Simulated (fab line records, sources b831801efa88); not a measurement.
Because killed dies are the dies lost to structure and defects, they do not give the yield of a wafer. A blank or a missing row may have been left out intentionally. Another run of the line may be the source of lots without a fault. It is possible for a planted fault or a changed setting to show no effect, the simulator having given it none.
Code-filled problem report in 8D (eight disciplines) form -- flow gf180mcu -- the parts of the form that need people (team, actions taken, sign-off) are left out

1. THE PROBLEM
chamber_pressure_pa at GF_M3_SPUTTER_01 reads a mean of 0.5001 Pa on 6 wafers of 2 lots; wafers without a fault read 0.4001 Pa with a standard deviation of 0.00086. So: +99 or more standard deviations from the usual mean.
The step: material TiN, target thk 30 nm, time 25 s.
First seen on wafer L534.4, day 25 19:13, on pvd_sputter-03. The record holds 18 wafers of 6 lots with a number at this step. By rule, "out" or "out of limits" means more than 4 standard deviations away from the usual mean. The other wafers with a number count as sound.

2. WHAT IT IS, AND WHAT IT ISN'T
question,is,is not
which readings at this step,chamber_pressure_pa,-
which lots,"L534, L537","L527, L531, L541, L542"
which wafers of those lots,all that have a number,-
read on which tools,pvd_sputter-03,pvd_sputter-04
when,from day 25 19:13,"up to then (6 sound wafers); but 6 sound wafers of L541, L542 came after"

3. SUSPECTS, AND WHAT RULES EACH OUT
Counting: a tool at any process step up to the reading remains a suspect when it ran all the lots that are out and ran no sound lot after the first of those.
- pvd_sputter-01 at GF_V2_SPUTTER_21 (material Ti, target thk 15 nm, time 80.02 s): ruled out as a lasting fault. The sound lots L542 went through it after L534, its earliest lot that is out (day 25 18:25).
- cvd_w-02 at GF_V2_CVD_23 (deposits W, target thk 350 nm, time 104.94 s): kept. All lots that are out passed through it, beginning with L534 at day 25 18:33, and no sound lot followed; its final sound lot before that point was L527 at day 23 21:45.
- pvd_sputter-03 at GF_M3_SPUTTER_01 (material TiN, target thk 30 nm, time 25 s): kept. All lots that are out passed through it, beginning with L534 at day 25 19:13, and no sound lot followed; its final sound lot before that point was L527 at day 23 22:26. Its own chamber_pressure_pa readings are out on those wafers.
Left after counting: cvd_w-02 at GF_V2_CVD_23, pvd_sputter-03 at GF_M3_SPUTTER_01.

4. THE CAUSE (what the simulator had put in)
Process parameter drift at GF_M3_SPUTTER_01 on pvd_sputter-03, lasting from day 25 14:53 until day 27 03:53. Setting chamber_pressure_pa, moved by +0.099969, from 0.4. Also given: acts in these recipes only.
2 suspects survive the count, and this tool is in that group.

5. THE EFFECT CHAIN, in route order
Each row: a reading where the mean over the struck wafers with a number is more than 3 standard deviations away from the usual. Scope: only readings with a usual standard deviation given in the record; hours: median across lots of the time from each lot's start at the first step in this table that gives one to its start at this step; sigmas: change in usual standard deviations.
hours,step,reading,usual,on struck wafers,change,sigmas
0,GF_M3_SPUTTER_01,chamber_pressure_pa,0.4001 Pa,0.5001,+0.1000,+99 or more
0,GF_M3_SPUTTER_01,throttle_valve_pct,29.8 %,26.6,-3.2,-3.2
Its process steps:
- GF_M3_SPUTTER_01: material TiN, target thk 30 nm, time 25 s.

6. HOW IT WOULD HAVE BEEN CAUGHT EARLIER
In this record no reading fell out of limits until day 25 19:13, 4 hours after the fault had begun at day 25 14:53.
